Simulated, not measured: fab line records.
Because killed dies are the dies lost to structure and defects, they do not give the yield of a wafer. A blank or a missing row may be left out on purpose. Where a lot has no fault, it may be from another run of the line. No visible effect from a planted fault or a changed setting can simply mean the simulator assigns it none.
fab line records ; flow sky130
record: lots: 5; wafers: 15; last_day: 50
route steps=708 shown PWDE@51 NWELL@56
lots that met no fault: taken from a fault-free run of the same line
start_h: start of the lot's first displayed wafer, in hours after the record's first day ; wait_h: hours from the lot's prior step to this one ; " same as the row above ; L1.1+2: one row covering several wafers at once ; - no value, or no start was given ; * or withheld: withheld ; < > ~ a bound
route shown NAME@n: names a module that has steps shown in the file, with the first one's number in the route ; usual: mean/standard deviation taken from wafers without a fault ; same: alike in all rows ; chamber/n: place in a boat ; sites: each site's reading ; _std_site: their standard deviation ; _edge_site: inner sites' mean taken away from outer sites' mean ; radius_mm: for every site, how far away it sits from the centre of the wafer ; mask NAME#n: copy n ; behind: tool/chamber where the wafer was last shaped ; hold: the reason the lot was held/the length of the hold in hours/how it ended ; device: transistor that didn't switch, given as n, p or np ; end of line: the tests these same wafers got at the end of their route ; for a step that has no rows: nothing shown but its recipe ; killed: the dies lost at the first sort to structure and to defects; this is not the yield of the wafer ; map: a wafer's dies, marking killed ones x, the rest . and places with no die _
set.NAME: the setting as run; set.NAME@STEP: as run at that earlier step ; model.NAME: the simulator's own value behind a step, which no gauge read
lots at selected steps of the route; one table per step, one row per wafer
services: from which hour (start_h, from the record's first day; less than 0 if before it) a tool's chamber was out of use, for how many hours, and why
== steps ==
step: SKY_PWDE_DEVELOP_06
recipe: wall_angle_deg: 90; developer: TMAH; develop_time_s: 60; dev_temp_c: 23
same: develop_time_s: 60
lot.wafer;tool;chamber;start_h;wait_h
L085.2+3+5;litho_track-04;0;-;-
L089.1+3+4;litho_track-03;0;-;-
L094.1+5+6;litho_track-02;0;-;-
L096.2+4+6;litho_track-02;0;-;-
L097.3+4+6;litho_track-04;0;-;-
step: SKY_PWDE_OVL_MEAS_07
usual: PWDE_OVL: -1.3/1.3
lot.wafer;tool;chamber;start_h;wait_h;PWDE_OVL[nm]
L085.2;overlay-02;-;135.42;-;-2.6
L085.3;overlay-02;-;135.42;-;-2.9
L085.5;overlay-02;-;135.42;-;-1.8
L089.1;overlay-01;-;150.65;-;0.7
L089.3;overlay-01;-;150.65;-;-2.5
L089.4;overlay-01;-;150.65;-;0.3
L094.1;overlay-02;-;185.88;-;-1.6
L094.5;overlay-02;-;185.88;-;0.5
L094.6;overlay-02;-;185.88;-;-2.3
L096.2;overlay-01;-;192.14;-;-1.7
L096.4;overlay-01;-;192.14;-;-1.7
L096.6;overlay-01;-;192.14;-;-0.9
L097.3;overlay-02;-;198.87;-;-1.2
L097.4;overlay-02;-;198.87;-;-0.1
L097.6;overlay-02;-;198.87;-;-1.7
step: SKY_PWDE_IMPLANT_08
recipe: species: B; energy_kev: 150; dose_cm2: 3.6e+12; tilt_deg: withheld
same: implant_ion_amu: 11
lot.wafer;tool;chamber;start_h;wait_h
L085.2+3+5;implanter-03;0;135.47;0.0
L089.1+3+4;implanter-02;0;150.69;0.0
L094.1+5+6;implanter-01;0;185.92;0.0
L096.2+4+6;implanter-03;0;192.19;0.0
L097.3+4+6;implanter-02;0;198.95;0.1
step: SKY_PWDE_STRIP_09
recipe: chemistry: O2/N2; power_w: 1400; pressure_mtorr: 1500; platen_temp_c: withheld; o2_flow_sccm: 3000; n2_flow_sccm: 300; overash_fraction: 0.5
usual: drypump_motor_current_A: 5.9/0.41; oes_product_au: 0.722/0.0044; strip_time_to_endpoint_s: 36.91/0.079
lot.wafer;tool;chamber;start_h;wait_h;drypump_motor_current_A;oes_product_au;rf_hours_counter_h;strip_time_to_endpoint_s
L085.2;plasma_asher-03;1;135.60;0.1;6.4;0.729;46;36.86
L085.3;plasma_asher-03;0;135.60;0.1;5.4;0.723;-;36.91
L085.5;plasma_asher-03;1;135.60;0.1;6.4;0.719;-;36.85
L089.1;plasma_asher-02;1;150.84;0.1;5.8;0.715;44;36.90
L089.3;plasma_asher-02;0;150.84;0.1;6.5;0.715;-;36.91
L089.4;plasma_asher-02;1;150.84;0.1;5.8;0.725;-;36.90
L094.1;plasma_asher-03;1;186.07;0.1;6.3;0.726;50;37.02
L094.5;plasma_asher-03;0;186.07;0.1;5.4;0.726;-;36.96
L094.6;plasma_asher-03;1;186.07;0.1;6.3;0.716;-;37.10
L096.2;plasma_asher-03;1;192.33;0.1;6.3;0.715;51;36.89
L096.4;plasma_asher-03;1;192.33;0.1;6.4;0.721;-;36.85
L096.6;plasma_asher-03;1;192.33;0.1;6.4;0.728;-;37.01
L097.3;plasma_asher-02;0;199.08;0.1;6.5;0.723;-;36.90
L097.4;plasma_asher-02;1;199.08;0.1;5.7;0.723;-;37.00
L097.6;plasma_asher-02;1;199.08;0.1;5.7;0.716;-;36.93
step: SKY_PWDE_TW_MEAS_10
usual: PWDE_TW: 376/3.4
lot.wafer;tool;chamber;start_h;wait_h;PWDE_TW
L085.2;film_metro-04;-;135.71;0.1;373
L085.3;film_metro-04;-;135.71;0.1;374
L085.5;film_metro-04;-;135.71;0.1;373
L089.1;film_metro-01;-;150.94;0.1;379
L089.3;film_metro-01;-;150.94;0.1;379
L089.4;film_metro-01;-;150.94;0.1;380
L094.1;film_metro-03;-;186.17;0.1;378
L094.5;film_metro-03;-;186.17;0.1;379
L094.6;film_metro-03;-;186.17;0.1;379
L096.2;film_metro-01;-;192.44;0.1;377
L096.4;film_metro-01;-;192.44;0.1;377
L096.6;film_metro-01;-;192.44;0.1;378
L097.3;film_metro-04;-;199.17;0.1;370
L097.4;film_metro-04;-;199.17;0.1;372
L097.6;film_metro-04;-;199.17;0.1;372
step: SKY_NWELL_DEHYDRATE_03
recipe: temp_c: 200; time_s: 60
lot.wafer;tool;chamber;start_h;wait_h
L085.2+3+5;litho_track-01;0;144.02;8.3
L089.1+3+4;litho_track-03;0;160.40;9.5
L094.1+5+6;litho_track-01;0;196.10;9.9
L096.2+4+6;litho_track-02;0;203.31;10.9
L097.3+4+6;litho_track-03;0;209.60;10.4
step: SKY_NWELL_HMDS_04
recipe: prime_time_s: 60; prime_temp_c: 120
lot.wafer;tool;chamber;start_h;wait_h
L085.2+3+5;litho_track-01;0;144.17;0.1
L089.1+3+4;litho_track-03;0;160.55;0.1
L094.1+5+6;litho_track-01;0;196.25;0.1
L096.2+4+6;litho_track-02;0;203.46;0.1
L097.3+4+6;litho_track-03;0;209.75;0.1
step: SKY_NWELL_COAT_05
recipe: spin_rpm: 2000; resist_thk_nm: 3000
lot.wafer;tool;chamber;start_h;wait_h
L085.2+3+5;litho_track-01;0;144.32;0.1
L089.1+3+4;litho_track-03;0;160.70;0.1
L094.1+5+6;litho_track-01;0;196.40;0.1
L096.2+4+6;litho_track-02;0;203.61;0.1
L097.3+4+6;litho_track-03;0;209.90;0.1
step: SKY_NWELL_SOFTBAKE_06
recipe: temp_c: 110; time_s: withheld
lot.wafer;tool;chamber;start_h;wait_h
L085.2+3+5;litho_track-01;0;144.48;0.1
L089.1+3+4;litho_track-03;0;160.85;0.1
L094.1+5+6;litho_track-01;0;196.55;0.1
L096.2+4+6;litho_track-02;0;203.76;0.1
L097.3+4+6;litho_track-03;0;210.07;0.1
step: SKY_NWELL_EXPOSE_07
recipe: mask_id: NWM; na: 0.6; source_shape: conventional; sigma_outer: 0.6; polarization: unpolarized; target_cd_nm: 840; dose_mj: 255
lot.wafer;tool;chamber;start_h;wait_h;mask
L085.2+3+5;iline_stepper-02;0;-;-;NWM#0
L089.1+3+4;iline_stepper-02;0;-;-;NWM#0
L094.1+5+6;iline_stepper-01;0;-;-;NWM#0
L096.2+4+6;iline_stepper-02;0;-;-;NWM#0
L097.3+4+6;iline_stepper-02;0;-;-;NWM#0
step: SKY_NWELL_PEB_08
recipe: temp_c: 115; time_s: withheld
lot.wafer;tool;chamber;start_h;wait_h
L085.2+3+5;litho_track-02;0;-;-
L089.1+3+4;litho_track-03;0;-;-
L094.1+5+6;litho_track-03;0;-;-
L096.2+4+6;litho_track-03;0;-;-
L097.3+4+6;litho_track-01;0;-;-
step: SKY_NWELL_DEVELOP_09
recipe: wall_angle_deg: 90; developer: TMAH; develop_time_s: 60; dev_temp_c: 23
same: develop_time_s: 60
lot.wafer;tool;chamber;start_h;wait_h
L085.2+3+5;litho_track-02;0;-;-
L089.1+3+4;litho_track-03;0;-;-
L094.1+5+6;litho_track-03;0;-;-
L096.2+4+6;litho_track-03;0;-;-
L097.3+4+6;litho_track-01;0;-;-
step: SKY_NWELL_OVL_MEAS_10
usual: NWELL_00_OVL: 0.5/1.3
lot.wafer;tool;chamber;start_h;wait_h;NWELL_00_OVL[nm]
L085.2;overlay-02;-;154.34;-;1.1
L085.3;overlay-02;-;154.34;-;0.1
L085.5;overlay-02;-;154.34;-;0.3
L089.1;overlay-02;-;170.85;-;-2.1
L089.3;overlay-02;-;170.85;-;-2.7
L089.4;overlay-02;-;170.85;-;-1.6
L094.1;overlay-01;-;207.60;-;-0.1
L094.5;overlay-01;-;207.60;-;0.9
L094.6;overlay-01;-;207.60;-;0.2
L096.2;overlay-01;-;214.11;-;-0.9
L096.4;overlay-01;-;214.11;-;-0.3
L096.6;overlay-01;-;214.11;-;-1.0
L097.3;overlay-01;-;220.71;-;0.3
L097.4;overlay-01;-;220.71;-;-0.9
L097.6;overlay-01;-;220.71;-;-1.3
step: SKY_NWELL_IMPLANT_11
recipe: species: P; energy_kev: 400; dose_cm2: 1.9e+13; tilt_deg: withheld
same: implant_ion_amu: 31
lot.wafer;tool;chamber;start_h;wait_h
L085.2+3+5;implanter-03;0;154.39;0.0
L089.1+3+4;implanter-03;0;170.89;0.0
L094.1+5+6;implanter-03;0;207.64;0.0
L096.2+4+6;implanter-04;0;214.16;0.0
L097.3+4+6;implanter-03;0;220.78;0.1
step: SKY_NWELL_IMPLANT_12
recipe: species: P; energy_kev: 120; dose_cm2: 1.3e+12; tilt_deg: withheld
same: implant_ion_amu: 31
lot.wafer;tool;chamber;start_h;wait_h
L085.2+3+5;implanter-03;0;154.54;0.1
L089.1+3+4;implanter-03;0;171.04;0.1
L094.1+5+6;implanter-03;0;207.79;0.1
L096.2+4+6;implanter-04;0;214.31;0.1
L097.3+4+6;implanter-03;0;220.93;0.1
step: SKY_NWELL_IMPLANT_13
recipe: species: P; energy_kev: 50; dose_cm2: 7e+11; tilt_deg: withheld
same: implant_ion_amu: 31
lot.wafer;tool;chamber;start_h;wait_h
L085.2+3+5;implanter-03;0;154.69;0.1
L089.1+3+4;implanter-03;0;171.19;0.1
L094.1+5+6;implanter-03;0;207.94;0.1
L096.2+4+6;implanter-04;0;214.46;0.1
L097.3+4+6;implanter-03;0;221.08;0.1
step: SKY_NWELL_STRIP_14
recipe: chemistry: O2/N2; power_w: 1400; pressure_mtorr: 1500; platen_temp_c: withheld; o2_flow_sccm: 3000; n2_flow_sccm: 300; overash_fraction: 0.5
usual: drypump_motor_current_A: 5.6/0.62; oes_product_au: 0.723/0.0048; strip_time_to_endpoint_s: 36.94/0.095
lot.wafer;tool;chamber;start_h;wait_h;drypump_motor_current_A;oes_product_au;rf_hours_counter_h;strip_time_to_endpoint_s
L085.2;plasma_asher-04;0;154.82;0.1;5.6;0.720;35;36.79
L085.3;plasma_asher-04;0;154.82;0.1;5.7;0.724;-;36.83
L085.5;plasma_asher-04;0;154.82;0.1;5.6;0.719;-;36.81
L089.1;plasma_asher-04;0;171.34;0.1;5.6;0.732;37;36.81
L089.3;plasma_asher-04;0;171.34;0.1;5.7;0.727;-;36.80
L089.4;plasma_asher-04;1;171.34;0.1;6.0;0.729;-;36.77
L094.1;plasma_asher-04;0;208.09;0.1;5.6;0.723;41;36.82
L094.5;plasma_asher-04;0;208.09;0.1;5.6;0.717;-;36.82
L094.6;plasma_asher-04;1;208.09;0.1;6.0;0.722;-;36.83
L096.2;plasma_asher-04;1;214.59;0.1;6.0;0.713;41;36.98
L096.4;plasma_asher-04;0;214.59;0.1;5.6;0.718;-;36.87
L096.6;plasma_asher-04;1;214.59;0.1;6.0;0.720;-;36.93
L097.3;plasma_asher-02;0;221.21;0.1;6.6;0.724;-;36.95
L097.4;plasma_asher-02;1;221.21;0.1;5.8;0.719;-;37.02
L097.6;plasma_asher-02;1;221.21;0.1;5.7;0.727;-;36.95
step: SKY_NWELL_TW_MEAS_15
usual: NWELL_TW: 1820/19
lot.wafer;tool;chamber;start_h;wait_h;NWELL_TW
L085.2;film_metro-01;-;154.93;0.1;1856
L085.3;film_metro-01;-;154.93;0.1;1844
L085.5;film_metro-01;-;154.93;0.1;1855
L089.1;film_metro-01;-;171.44;0.1;1839
L089.3;film_metro-01;-;171.44;0.1;1845
L089.4;film_metro-01;-;171.44;0.1;1846
L094.1;film_metro-03;-;208.19;0.1;1838
L094.5;film_metro-03;-;208.19;0.1;1836
L094.6;film_metro-03;-;208.19;0.1;1840
L096.2;film_metro-01;-;214.70;0.1;1844
L096.4;film_metro-01;-;214.70;0.1;1844
L096.6;film_metro-01;-;214.70;0.1;1843
L097.3;film_metro-04;-;221.30;0.1;1803
L097.4;film_metro-04;-;221.30;0.1;1805
L097.6;film_metro-04;-;221.30;0.1;1795
step: SKY_NWELL_DEHYDRATE_16
recipe: temp_c: 200; time_s: 60
lot.wafer;tool;chamber;start_h;wait_h
L085.2+3+5;litho_track-01;0;164.12;9.2
L089.1+3+4;litho_track-01;0;181.80;10.3
L094.1+5+6;litho_track-03;0;218.30;10.1
L096.2+4+6;litho_track-02;0;225.06;10.3
L097.3+4+6;litho_track-01;0;231.80;10.5
step: SKY_NWELL_HMDS_17
recipe: prime_time_s: 60; prime_temp_c: 120
lot.wafer;tool;chamber;start_h;wait_h
L085.2+3+5;litho_track-01;0;164.27;0.1
L089.1+3+4;litho_track-01;0;181.95;0.1
L094.1+5+6;litho_track-03;0;218.45;0.1
L096.2+4+6;litho_track-02;0;225.21;0.1
L097.3+4+6;litho_track-01;0;231.95;0.1
step: SKY_NWELL_COAT_18
recipe: spin_rpm: 2000; resist_thk_nm: 3000
lot.wafer;tool;chamber;start_h;wait_h
L085.2+3+5;litho_track-01;0;164.42;0.1
L089.1+3+4;litho_track-01;0;182.10;0.1
L094.1+5+6;litho_track-03;0;218.60;0.1
L096.2+4+6;litho_track-02;0;225.36;0.1
L097.3+4+6;litho_track-01;0;232.10;0.1
step: SKY_NWELL_SOFTBAKE_19
recipe: temp_c: 110; time_s: withheld
lot.wafer;tool;chamber;start_h;wait_h
L085.2+3+5;litho_track-01;0;164.58;0.1
L089.1+3+4;litho_track-01;0;182.25;0.1
L094.1+5+6;litho_track-03;0;218.75;0.1
L096.2+4+6;litho_track-02;0;225.51;0.1
L097.3+4+6;litho_track-01;0;232.26;0.1
step: SKY_NWELL_EXPOSE_20
recipe: mask_id: NWM_COMPLEMENT; na: 0.6; source_shape: conventional; sigma_outer: 0.6; polarization: unpolarized; target_cd_nm: 840; dose_mj: 260
lot.wafer;tool;chamber;start_h;wait_h;mask
L085.2+3+5;iline_stepper-02;0;-;-;NWM_COMPLEMENT#0
L089.1+3+4;iline_stepper-02;0;-;-;NWM_COMPLEMENT#0
L094.1+5+6;iline_stepper-01;0;-;-;NWM_COMPLEMENT#0
L096.2+4+6;iline_stepper-02;0;-;-;NWM_COMPLEMENT#0
L097.3+4+6;iline_stepper-02;0;-;-;NWM_COMPLEMENT#0
== services ==
tool;chamber;start_h;hours;kind
implanter-04;-;111.54;3.6;repair
implanter-03;-;129.63;3.9;repair
implanter-04;-;146.79;3.5;pm
iline_stepper-02;-;152.57;2.1;pm
iline_stepper-02;-;154.65;-;consumable_replace:lamp
implanter-04;-;159.03;2.7;pm
implanter-02;-;168.80;2.5;pm
plasma_asher-03;-;174.84;2.8;pm
iline_stepper-02;-;185.54;1.7;pm
plasma_asher-04;-;187.54;1.2;repair
plasma_asher-04;-;192.15;0.5;repair
plasma_asher-03;-;196.30;2.4;repair
implanter-03;-;202.55;3.5;repair
litho_track-03;-;205.38;-;consumable_replace:filter
plasma_asher-03;-;216.34;0.4;repair
plasma_asher-02;-;227.51;12.0;repair
== key ==
fault none
